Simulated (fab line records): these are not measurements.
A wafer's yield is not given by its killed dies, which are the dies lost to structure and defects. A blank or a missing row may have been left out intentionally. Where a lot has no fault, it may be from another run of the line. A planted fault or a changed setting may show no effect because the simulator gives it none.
fab line records | flow gf180mcu | part 2 of 2: steps 29 to 40 of 40
record: lots: 5 | wafers: 15 | last-day: 34
route steps=602 shown PSD@256 NSD@262 SAB@264 SALICIDE@278 CONTACT@287
lots that met no fault: from a run of the same line without faults
start-h: the number of hours between the record's first day and the start of the first shown wafer of the lot | wait-h: hours elapsed since this lot's preceding step | " unchanged from the row above | L1.1+2: several wafers, shown together as one row | - no value, or no start was given | * or withheld: withheld | < > ~ a bound
route shown NAME@n: a module of which the file shows steps, and the number in the route of the first | usual: average and standard deviation across the fault-free wafers | same: alike in all rows | chamber/n: place in a boat | sites: per-site readings | _std_site: standard deviation of those values | _edge_site: the outer-site mean with the inner-site mean subtracted | radius-mm: for every site, how far away it sits from the centre of the wafer | mask NAME#n: copy n | behind: tool/chamber where the wafer was last shaped | hold: why the lot went on hold/how many hours it stayed there/how the hold came to an end | device: the transistor (n, p or np) that didn't switch | end of line: tests run on the same wafers once the route is complete | where a step has no rows: the recipe by itself | killed: count of dies lost to structure and defects at first sort (not the wafer's yield) | map: a wafer's dies, x killed, . not, _ none there
set.NAME: setting as actually run; set.NAME@STEP: the setting as run at that earlier step | model.NAME: the simulator's own value behind a step, which no gauge read
certain route steps with their lots: each step a table, each wafer a row
services: the hour from which a tool's chamber was out of use, counted from the record's first day as start-h (under 0 if before that day), plus the number of hours and why
== steps ==
step: GF_SALICIDE_RTA_06
recipe: temp-c: 530 | time-s: 30 | ambient: N2
usual: lamp-power-pct: 5.6/0.44 | wafer_temp_C_max: 533.2/0.94
lot.wafer | tool          | chamber | start-h | wait-h | lamp-power-pct | wafer_temp_C_max
L074.1    | rtp-anneal-02 | 0       | 339.31  | 0.1    | 5.3            | 534.1
L074.3    | "             | 0       | "       | "      | 5.3            | 533.1
L074.6    | "             | 0       | "       | "      | 5.3            | 534.1
L075.3    | rtp-anneal-01 | 0       | 356.64  | 0.1    | 6.2            | 532.8
L075.4    | "             | 0       | "       | "      | 6.3            | 532.3
L075.6    | "             | 0       | "       | "      | 6.2            | 531.7
L080.3    | rtp-anneal-02 | 0       | 397.04  | 0.1    | 5.3            | 533.2
L080.4    | "             | 0       | "       | "      | 5.3            | 534.5
L080.6    | "             | 0       | "       | "      | 5.3            | 533.4
L085.1    | rtp-anneal-02 | 0       | 440.56  | 0.1    | 5.3            | 534.5
L085.2    | "             | 0       | "       | "      | 5.3            | 533.9
L085.6    | "             | 0       | "       | "      | 5.3            | 533.7
L094.2    | rtp-anneal-02 | 0       | 519.14  | 0.1    | 5.3            | 533.2
L094.4    | "             | 0       | "       | "      | 5.3            | 533.4
L094.5    | "             | 0       | "       | "      | 5.3            | 535.3
step: GF_SALICIDE_WET_ETCH_07
recipe: chemistry: SPM | target-depth-nm: 120 | dry: n2-spin
lot.wafer  | tool         | chamber | start-h | wait-h
L074.1+3+6 | wet-bench-01 | 0       | 339.41  | 0.1
L075.3+4+6 | wet-bench-03 | 0       | 356.71  | 0.1
L080.3+4+6 | wet-bench-01 | 2       | 397.11  | 0.1
L085.1+2+6 | wet-bench-01 | 0       | 440.66  | 0.1
L094.2+4+5 | wet-bench-02 | 1       | 519.22  | 0.1
step: GF_SALICIDE_RTA_08
recipe: temp-c: 800 | time-s: 30 | ambient: N2
usual: lamp-power-pct: 16.4/1.3 | wafer_temp_C_max: 803.9/1.4
lot.wafer | tool          | chamber | start-h | wait-h | lamp-power-pct | wafer_temp_C_max
L074.1    | rtp-anneal-01 | 0       | 339.50  | 0.0    | 17.3           | 802.9
L074.3    | "             | 0       | "       | "      | 17.3           | 802.3
L074.6    | "             | 0       | "       | "      | 17.3           | 802.9
L075.3    | rtp-anneal-02 | 0       | 356.84  | 0.0    | 14.7           | 805.2
L075.4    | "             | 0       | "       | "      | 14.6           | 805.1
L075.6    | "             | 0       | "       | "      | 14.6           | 805.3
L080.3    | rtp-anneal-01 | 0       | 397.24  | 0.0    | 17.4           | 802.6
L080.4    | "             | 0       | "       | "      | 17.3           | 802.5
L080.6    | "             | 0       | "       | "      | 17.3           | 804.3
L085.1    | rtp-anneal-01 | 0       | 440.75  | 0.0    | 17.3           | 802.6
L085.2    | "             | 0       | "       | "      | 17.4           | 802.6
L085.6    | "             | 0       | "       | "      | 17.4           | 803.7
L094.2    | rtp-anneal-01 | 0       | 519.33  | 0.0    | 17.4           | 802.8
L094.4    | "             | 0       | "       | "      | 17.3           | 803.2
L094.5    | "             | 0       | "       | "      | 17.4           | 803.4
step: GF_CONTACT_CVD_00
recipe: material: SiO2 | target-thk-nm: 300 | sigma-open-frac: 0.3 | temp-c: 400 | time-s: 50 | sih4-flow-sccm: 60 | pressure-mtorr: 6
lot.wafer  | tool      | chamber | start-h | wait-h
L074.1+3+6 | hdpcvd-01 | 2,0,2   | 339.60  | 0.1
L075.3+4+6 | hdpcvd-02 | 0,2,0   | 356.91  | 0.1
L080.3+4+6 | hdpcvd-02 | 0,1,2   | 397.31  | 0.1
L085.1+2+6 | hdpcvd-01 | 2,1,1   | 440.85  | 0.1
L094.2+4+5 | hdpcvd-01 | 0,2,0   | 519.41  | 0.1
step: GF_CONTACT_THK_MEAS_01
recipe: reads: SiO2_of_CONTACT_CVD_00
usual: CONTACT_CVD_00_THK: 299/4.7
lot.wafer | tool          | chamber | start-h | wait-h | CONTACT_CVD_00_THK[nm]
L074.1    | film-metro-01 | -       | 339.65  | 0.0    | 302
L074.3    | "             | -       | "       | "      | 299
L074.6    | "             | -       | "       | "      | 298
L075.3    | film-metro-03 | -       | 356.97  | 0.0    | 300
L075.4    | "             | -       | "       | "      | 293
L075.6    | "             | -       | "       | "      | 298
L080.3    | film-metro-04 | -       | 397.37  | 0.0    | 291
L080.4    | "             | -       | "       | "      | 292
L080.6    | "             | -       | "       | "      | 292
L085.1    | film-metro-03 | -       | 440.89  | 0.0    | 301
L085.2    | "             | -       | "       | "      | 301
L085.6    | "             | -       | "       | "      | 298
L094.2    | film-metro-04 | -       | 519.47  | 0.0    | 303
L094.4    | "             | -       | "       | "      | 304
L094.5    | "             | -       | "       | "      | 302
step: GF_CONTACT_CVD_02
recipe: material: SiO2 | target-thk-nm: 860 | precursor: TEOS | temp-c: 400 | time-s: 95.992 | rf-w: 600
usual: heater-power-outer-w: 415/61 | heater-power-w: 701/96
lot.wafer | tool     | chamber | start-h | wait-h | heater-power-outer-w | heater-power-w
L074.1    | pecvd-02 | 0       | 339.71  | 0.1    | 493                  | 920
L074.3    | "        | 1       | "       | "      | 340                  | 580
L074.6    | "        | 1       | "       | "      | 386                  | 627
L075.3    | pecvd-03 | 1       | 357.01  | 0.0    | 484                  | 721
L075.4    | "        | 2       | "       | "      | 438                  | 764
L075.6    | "        | 1       | "       | "      | 375                  | 579
L080.3    | pecvd-04 | 1       | 397.41  | 0.0    | 284                  | 499
L080.4    | "        | 1       | "       | "      | 328                  | 546
L080.6    | "        | 2       | "       | "      | 291                  | 538
L085.1    | pecvd-02 | 0       | 440.95  | 0.1    | 497                  | 913
L085.2    | "        | 1       | "       | "      | 412                  | 647
L085.6    | "        | 2       | "       | "      | 333                  | 630
L094.2    | pecvd-03 | 1       | 519.52  | 0.0    | 437                  | 642
L094.4    | "        | 1       | "       | "      | 475                  | 689
L094.5    | "        | 2       | "       | "      | 454                  | 788
step: GF_CONTACT_THK_MEAS_03
recipe: reads: SiO2_of_CONTACT_CVD_02
usual: CONTACT_CVD_02_THK: 860/13
lot.wafer | tool          | chamber | start-h | wait-h | CONTACT_CVD_02_THK[nm]
L074.1    | film-metro-03 | -       | 339.78  | 0.0    | 842
L074.3    | "             | -       | "       | "      | 847
L074.6    | "             | -       | "       | "      | 864
L075.3    | film-metro-04 | -       | 357.17  | 0.1    | 853
L075.4    | "             | -       | "       | "      | 859
L075.6    | "             | -       | "       | "      | 864
L080.3    | film-metro-04 | -       | 397.54  | 0.1    | 847
L080.4    | "             | -       | "       | "      | 853
L080.6    | "             | -       | "       | "      | 854
L085.1    | film-metro-04 | -       | 441.02  | 0.0    | 835
L085.2    | "             | -       | "       | "      | 858
L085.6    | "             | -       | "       | "      | 866
L094.2    | film-metro-01 | -       | 519.60  | 0.0    | 843
L094.4    | "             | -       | "       | "      | 857
L094.5    | "             | -       | "       | "      | 867
step: GF_CONTACT_CMP_04
recipe: material: SiO2 | down-force-psi: 4 | platen-rpm: 60 | pad-velocity-m-s: 0.94248
usual: motor-current-A: 12.0/1.3 | time-to-endpoint-s: 115/6
lot.wafer | tool   | chamber | start-h | wait-h | motor-current-A | time-to-endpoint-s
L074.3    | cmp-01 | 0       | 339.89  | 0.1    | 13.4            | 105
L074.1    | "      | 2       | "       | "      | 11.6            | 104
L074.6    | "      | 0       | "       | "      | 13.4            | 113
L075.4    | cmp-02 | 2       | 357.26  | 0.1    | 11.1            | 114
L075.3    | "      | 3       | "       | "      | 11.5            | 106
L075.6    | "      | 2       | "       | "      | 12.1            | 115
L080.3    | cmp-01 | 3       | 397.58  | 0.0    | 11.3            | 111
L080.4    | "      | 0       | "       | "      | 14.1            | 110
L080.6    | "      | 0       | "       | "      | 13.8            | 113
L085.1    | cmp-02 | 0       | 441.18  | 0.1    | 14.7            | 106
L085.2    | "      | 1       | "       | "      | 10.0            | 115
L085.6    | "      | 2       | "       | "      | 11.8            | 115
L094.2    | cmp-02 | 0       | 519.65  | 0.0    | 14.1            | 110
L094.4    | "      | 3       | "       | "      | 11.7            | 110
L094.5    | "      | 0       | "       | "      | 14.2            | 124
step: GF_CONTACT_BOW_MEAS_05
recipe: mode: bow
usual: CONTACT_BOW: 65/6.6
lot.wafer | tool          | chamber | start-h | wait-h | CONTACT_BOW[um]
L074.1    | film-metro-04 | -       | 340.14  | 0.1    | 75
L074.3    | "             | -       | "       | "      | 57
L074.6    | "             | -       | "       | "      | 70
L075.3    | film-metro-04 | -       | 357.55  | 0.2    | 66
L075.4    | "             | -       | "       | "      | 66
L075.6    | "             | -       | "       | "      | 73
L080.3    | film-metro-04 | -       | 397.92  | 0.3    | 58
L080.4    | "             | -       | "       | "      | 73
L080.6    | "             | -       | "       | "      | 62
L085.1    | film-metro-01 | -       | 441.38  | 0.1    | 84
L085.2    | "             | -       | "       | "      | 74
L085.6    | "             | -       | "       | "      | 57
L094.2    | film-metro-04 | -       | 519.97  | 0.3    | 58
L094.4    | "             | -       | "       | "      | 59
L094.5    | "             | -       | "       | "      | 57
step: GF_CONTACT_DEHYDRATE_06
recipe: temp-c: 200 | time-s: 60
lot.wafer  | tool           | chamber | start-h | wait-h
L074.1+3+6 | litho-track-01 | 0       | 350.83  | 10.7
L075.3+4+6 | litho-track-03 | 0       | 368.32  | 10.7
L080.3+4+6 | litho-track-01 | 0       | 409.63  | 11.7
L085.1+2+6 | litho-track-03 | 0       | 453.22  | 11.8
L094.2+4+5 | litho-track-01 | 0       | 531.35  | 11.4
step: GF_CONTACT_HMDS_07
recipe: prime-time-s: 60 | prime-temp-c: 120
lot.wafer  | tool           | chamber | start-h | wait-h
L074.1+3+6 | litho-track-01 | 0       | 350.98  | 0.1
L075.3+4+6 | litho-track-03 | 0       | 368.47  | 0.1
L080.3+4+6 | litho-track-01 | 0       | 409.78  | 0.1
L085.1+2+6 | litho-track-03 | 0       | 453.37  | 0.1
L094.2+4+5 | litho-track-01 | 0       | 531.50  | 0.1
step: GF_CONTACT_COAT_08
recipe: resist: BARC | temp-c: withheld | time-s: withheld | spin-rpm: withheld | resist-thk-nm: withheld
lot.wafer  | tool           | chamber | start-h | wait-h
L074.1+3+6 | litho-track-01 | 0       | 351.13  | 0.1
L075.3+4+6 | litho-track-03 | 0       | 368.62  | 0.1
L080.3+4+6 | litho-track-01 | 0       | 409.93  | 0.1
L085.1+2+6 | litho-track-03 | 0       | 453.52  | 0.1
L094.2+4+5 | litho-track-01 | 0       | 531.65  | 0.1
== services ==
tool             | chamber | start-h | hours | kind
rie-diel-01      | 3       | 297.93  | 8.4   | repair
rie-diel-01      | 1       | 302.40  | 6.6   | repair
cmp-02           | -       | 302.87  | 0.8   | repair
pecvd-02         | -       | 324.64  | 1.4   | repair
rtp-anneal-01    | -       | 324.85  | 2.2   | pm
iline-stepper-02 | -       | 336.25  | 1.5   | repair
cmp-02           | -       | 339.83  | 5.0   | pm
pecvd-02         | -       | 365.42  | 6.0   | pm
iline-stepper-02 | -       | 382.88  | 2.1   | pm
wet-bench-02     | -       | 391.25  | 2.6   | repair
rie-diel-01      | -       | 394.99  | 1.4   | repair
rtp-anneal-02    | -       | 420.77  | 3.9   | pm
pvd-sputter-03   | -       | 421.64  | 5.2   | repair
pvd-sputter-03   | -       | 423.91  | 7.4   | repair
pvd-sputter-03   | -       | 435.55  | 0.5   | repair
plasma-asher-02  | -       | 442.64  | 1.3   | repair
wet-bench-03     | -       | 453.07  | 4.4   | pm
rie-diel-01      | -       | 466.31  | 0.8   | repair
rie-diel-01      | 0       | 470.30  | 4.4   | repair
plasma-asher-02  | -       | 471.55  | 0.9   | repair
rtp-anneal-02    | -       | 476.74  | 2.1   | pm
wet-bench-04     | -       | 492.69  | 1.7   | repair
rie-diel-01      | 0       | 522.26  | 6.4   | repair
pecvd-02         | -       | 525.34  | 1.3   | repair
